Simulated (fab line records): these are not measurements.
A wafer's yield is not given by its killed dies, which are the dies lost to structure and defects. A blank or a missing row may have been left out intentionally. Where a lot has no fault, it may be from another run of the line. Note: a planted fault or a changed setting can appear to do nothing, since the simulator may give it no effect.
Matching of chambers / flow sfq-line / SFQ_TRILAYER_I6_CMP_CMP_166 on cmp-01 has 4 sister chambers
The step polishes SiO2. 7 wafers are shown with their chamber, then 6 later ones without.

WAFERS PAIRED WITH THEIR CHAMBERS
wafer=L714.4; chamber=3; motor-current-A (A)=10.9; time-to-endpoint-s (s)=227
wafer=L716.1; chamber=0; motor-current-A (A)=8.4; time-to-endpoint-s (s)=231
wafer=L717.2; chamber=1; motor-current-A (A)=9.7; time-to-endpoint-s (s)=218
wafer=L717.3; chamber=2; motor-current-A (A)=10.2; time-to-endpoint-s (s)=211
wafer=L717.6; chamber=1; motor-current-A (A)=10.2; time-to-endpoint-s (s)=226
wafer=L718.2; chamber=2; motor-current-A (A)=10.1; time-to-endpoint-s (s)=207
wafer=L718.4; chamber=3; motor-current-A (A)=10.3; time-to-endpoint-s (s)=225

WAFERS MISSING THEIR CHAMBER
wafer=L718.6; motor-current-A (A)=9.7; time-to-endpoint-s (s)=210
wafer=L721.1; motor-current-A (A)=9.8; time-to-endpoint-s (s)=208
wafer=L721.2; motor-current-A (A)=8.9; time-to-endpoint-s (s)=213
wafer=L721.5; motor-current-A (A)=9.1; time-to-endpoint-s (s)=214
wafer=L729.4; motor-current-A (A)=9.6; time-to-endpoint-s (s)=212
wafer=L730.2; motor-current-A (A)=10.3; time-to-endpoint-s (s)=209

WHICH CHAMBER EACH WENT THROUGH
wafer=L718.6; from the rows above=can't be placed: 2 or 1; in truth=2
wafer=L721.1; from the rows above=2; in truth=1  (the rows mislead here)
wafer=L721.2; from the rows above=can't be placed: 2 or 1 or 0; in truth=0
wafer=L721.5; from the rows above=can't be placed: 1 or 2 or 0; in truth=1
wafer=L729.4; from the rows above=can't be placed: 2 or 1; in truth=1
wafer=L730.2; from the rows above=2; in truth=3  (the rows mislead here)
Correctly placed: 0 of 6. From these rows, 4 cannot be placed; in 4 the true chamber is one of the candidates. Wrongly placed: 2.
How it was worked out, from the rows above alone: a wafer's distance from a chamber is the root of the sum, over the readings, of the square of ((its reading less the chamber's mean) divided by the reading's scatter). The wafer belongs to the nearest chamber; if the next one is less than 2 further off, it can't be placed. Each chamber's mean is taken over the wafers shown for it. The scatter is the square root of a quotient: the sum, over the shown wafers, of each reading's squared deviation from its chamber's mean, divided by wafers minus chambers.
